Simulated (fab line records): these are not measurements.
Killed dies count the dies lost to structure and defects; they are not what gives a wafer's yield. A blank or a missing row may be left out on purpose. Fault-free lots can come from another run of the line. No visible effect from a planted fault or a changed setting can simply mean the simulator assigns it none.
Which tool was responsible? / flow gf180mcu / 36 wafers from 12 lots sampled at 4 of the route's 602 steps

## WHAT EACH GAUGE READ, for each wafer
GF_VT_IMPLANT_OVL_MEAS_29.
lot=L332; measured=day 6 23:42; on=overlay-01; VT_IMPLANT_02_OVL (nm)=0.2 1.8 2.2
lot=L333; measured=day 7 03:56; on=overlay-01; VT_IMPLANT_02_OVL (nm)=-1.0 -0.1 0.3
lot=L335; measured=day 7 19:29; on=overlay-01; VT_IMPLANT_02_OVL (nm)=1.2 -0.5 -1.0
lot=L339; measured=day 8 19:23; on=overlay-02; VT_IMPLANT_02_OVL (nm)=0.3 3.1 0.1
lot=L342; measured=day 9 13:51; on=overlay-01; VT_IMPLANT_02_OVL (nm)=0.1 0.2 -0.7
lot=L343; measured=day 9 22:27; on=overlay-01; VT_IMPLANT_02_OVL (nm)=0.3 -1.4 -0.7
lot=L346; measured=day 10 15:53; on=overlay-02; VT_IMPLANT_02_OVL (nm)=-1.1 -0.2 1.1
lot=L348; measured=day 11 03:38; on=overlay-01; VT_IMPLANT_02_OVL (nm)=0.6 2.2 -0.4
lot=L351; measured=day 12 02:08; on=overlay-02; VT_IMPLANT_02_OVL (nm)=0.0 -1.1 -1.4
lot=L352; measured=day 12 09:01; on=overlay-02; VT_IMPLANT_02_OVL (nm)=1.7 0.2 1.3
lot=L354; measured=day 13 03:08; on=overlay-02; VT_IMPLANT_02_OVL (nm)=0.2 0.8 0.9
lot=L355; measured=day 13 09:05; on=overlay-02; VT_IMPLANT_02_OVL (nm)=-0.8 2.0 0.8

GF_VT_IMPLANT_TW_MEAS_32.
lot=L332; measured=day 6 23:59; on=film_metro-02; VT_IMPLANT_3_TW=269.5 268.1 268.8
lot=L333; measured=day 7 04:13; on=film_metro-04; VT_IMPLANT_3_TW=269.5 268.7 269.8
lot=L335; measured=day 7 19:46; on=film_metro-04; VT_IMPLANT_3_TW=269.4 270.5 269.8
lot=L339; measured=day 8 19:40; on=film_metro-02; VT_IMPLANT_3_TW=270.8 268.8 270.2
lot=L342; measured=day 9 14:17; on=film_metro-04; VT_IMPLANT_3_TW=270.0 270.8 269.1
lot=L343; measured=day 9 22:45; on=film_metro-01; VT_IMPLANT_3_TW=270.3 269.5 270.5
lot=L346; measured=day 10 16:10; on=film_metro-02; VT_IMPLANT_3_TW=270.7 269.8 268.9
lot=L348; measured=day 11 03:56; on=film_metro-02; VT_IMPLANT_3_TW=267.6 269.5 269.2
lot=L351; measured=day 12 02:26; on=film_metro-01; VT_IMPLANT_3_TW=271.3 269.7 270.6
lot=L352; measured=day 12 09:19; on=film_metro-02; VT_IMPLANT_3_TW=267.9 268.5 267.5
lot=L354; measured=day 13 03:25; on=film_metro-02; VT_IMPLANT_3_TW=269.2 267.7 268.5
lot=L355; measured=day 13 09:23; on=film_metro-02; VT_IMPLANT_3_TW=268.6 269.0 267.1

## WHAT TOOL EACH LOT RAN ON (gives the tool, then ch and the chambers of the sampled wafers, and finally the start)
lot=L332; GF_MVPSD_COAT_02=litho_track-01 ch 0, day 4 20:56; GF_MVPSD_STRIP_10=plasma_asher-04 ch 0,1, day 5 04:38
lot=L333; GF_MVPSD_COAT_02=litho_track-04 ch 0, day 5 00:07; GF_MVPSD_STRIP_10=plasma_asher-02 ch 0,1, day 5 07:29
lot=L335; GF_MVPSD_COAT_02=litho_track-01 ch 0, day 5 13:38; GF_MVPSD_STRIP_10=plasma_asher-03 ch 0,1, day 5 21:41
lot=L339; GF_MVPSD_COAT_02=litho_track-02 ch 0, day 6 10:14; GF_MVPSD_STRIP_10=plasma_asher-02 ch 0,1, day 6 18:49
lot=L342; GF_MVPSD_COAT_02=litho_track-04 ch 0, day 7 05:28; GF_MVPSD_STRIP_10=plasma_asher-03 ch 0,1, day 7 13:32
lot=L343; GF_MVPSD_COAT_02=litho_track-02 ch 0, day 7 11:13; GF_MVPSD_STRIP_10=plasma_asher-03 ch 0,1, day 7 20:18
lot=L346; GF_MVPSD_COAT_02=litho_track-01 ch 0, day 8 03:05; GF_MVPSD_STRIP_10=plasma_asher-02 ch 0,1, day 8 12:22
lot=L348; GF_MVPSD_COAT_02=litho_track-04 ch 0, day 8 14:47; GF_MVPSD_STRIP_10=plasma_asher-04 ch 0,1, day 8 23:07
lot=L351; GF_MVPSD_COAT_02=litho_track-01 ch 0, day 9 09:12; GF_MVPSD_STRIP_10=plasma_asher-02 ch 0,1, day 9 18:28
lot=L352; GF_MVPSD_COAT_02=litho_track-01 ch 0, day 9 14:32; GF_MVPSD_STRIP_10=plasma_asher-02 ch 0,1, day 10 00:07
lot=L354; GF_MVPSD_COAT_02=litho_track-04 ch 0, day 10 06:37; GF_MVPSD_STRIP_10=plasma_asher-04 ch 0,1, day 10 16:40
lot=L355; GF_MVPSD_COAT_02=litho_track-04 ch 0, day 10 13:59; GF_MVPSD_STRIP_10=plasma_asher-04 ch 0,1, day 10 23:40
- GF_MVPSD_COAT_02: resist thk 3000 nm.
- GF_MVPSD_STRIP_10: strips in O2/N2.

## WHAT THE TOOLS THEMSELVES READ (means of the sampled wafers that have a number; where no wafer has one, the mark that the record gives instead)
GF_MVPSD_STRIP_10.
lot=L332; tool=plasma_asher-04; chamber_pressure_mTorr (mTorr)=1500.0; drypump_motor_current_A (A)=5.6; heater_power_w (W)=334; oes_product_au (a.u.)=0.726; strip_time_to_endpoint_s (s)=36.80
lot=L333; tool=plasma_asher-02; chamber_pressure_mTorr (mTorr)=1500.2; drypump_motor_current_A (A)=6.3; heater_power_w (W)=301; oes_product_au (a.u.)=0.725; strip_time_to_endpoint_s (s)=37.10
lot=L335; tool=plasma_asher-03; chamber_pressure_mTorr (mTorr)=1499.0; drypump_motor_current_A (A)=5.5; heater_power_w (W)=310; oes_product_au (a.u.)=0.726; strip_time_to_endpoint_s (s)=36.92
lot=L339; tool=plasma_asher-02; chamber_pressure_mTorr (mTorr)=1500.7; drypump_motor_current_A (A)=6.3; heater_power_w (W)=302; oes_product_au (a.u.)=0.718; strip_time_to_endpoint_s (s)=35.87
lot=L342; tool=plasma_asher-03; chamber_pressure_mTorr (mTorr)=1500.6; drypump_motor_current_A (A)=5.9; heater_power_w (W)=315; oes_product_au (a.u.)=0.723; strip_time_to_endpoint_s (s)=37.14
lot=L343; tool=plasma_asher-03; chamber_pressure_mTorr (mTorr)=1498.5; drypump_motor_current_A (A)=5.5; heater_power_w (W)=309; oes_product_au (a.u.)=0.721; strip_time_to_endpoint_s (s)=35.95
lot=L346; tool=plasma_asher-02; chamber_pressure_mTorr (mTorr)=1500.8; drypump_motor_current_A (A)=6.3; heater_power_w (W)=288; oes_product_au (a.u.)=0.728; strip_time_to_endpoint_s (s)=37.11
lot=L348; tool=plasma_asher-04; chamber_pressure_mTorr (mTorr)=1501.8; drypump_motor_current_A (A)=5.6; heater_power_w (W)=336; oes_product_au (a.u.)=0.718; strip_time_to_endpoint_s (s)=36.97
lot=L351; tool=plasma_asher-02; chamber_pressure_mTorr (mTorr)=1500.0; drypump_motor_current_A (A)=6.3; heater_power_w (W)=287; oes_product_au (a.u.)=0.726; strip_time_to_endpoint_s (s)=36.99
lot=L352; tool=plasma_asher-02; chamber_pressure_mTorr (mTorr)=1500.9; drypump_motor_current_A (A)=6.3; heater_power_w (W)=287; oes_product_au (a.u.)=0.722; strip_time_to_endpoint_s (s)=37.15
lot=L354; tool=plasma_asher-04; chamber_pressure_mTorr (mTorr)=1500.7; drypump_motor_current_A (A)=5.6; heater_power_w (W)=343; oes_product_au (a.u.)=0.722; strip_time_to_endpoint_s (s)=36.97
lot=L355; tool=plasma_asher-04; chamber_pressure_mTorr (mTorr)=1500.7; drypump_motor_current_A (A)=5.6; heater_power_w (W)=348; oes_product_au (a.u.)=0.722; strip_time_to_endpoint_s (s)=36.92

## THE ANSWER, worked out from the rows above alone
Rule: what is usual is taken from the lots themselves. The widest of any qualifying gaps counts: lots, ordered by their means at a reading, are off when they make up no more than a third of the lots, leave a main group of 4 or more, and stand apart from it by 3 or more times the standard deviation of that group's means. A main group whose means are all the same, to the digits that the tables above print for the reading, isn't used. A lot without any number at a reading at which 4 lots or more have one is off too. The other lots that the step has rows for count as sound. First the gauges in route order, then the tools' own readings, where a lot's mean is used as printed above. At the first step where some lot is off, the reading lying furthest off is the one used; lots without a number count as furthest.
Off: L339, L343, at GF_MVPSD_STRIP_10 (strip_time_to_endpoint_s). The main group has a mean of 37.01 s with a standard deviation of 0.11.
If a tool, at that step or one of the process steps before it, ran each lot that is off and ran no sound lot following the first of them, it fits. One fits: GF_MVPSD_COAT_02 on litho_track-02. It ran no sound lot before its first lot that is off in this sample, so the start can't be narrowed down.

## WHAT THE SIMULATOR HAD INSERTED
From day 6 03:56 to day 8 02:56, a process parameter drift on litho_track-02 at GF_MVPSD_COAT_02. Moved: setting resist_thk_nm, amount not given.
Struck lots among those shown: L339, L343. The rule given above showed the same thing.
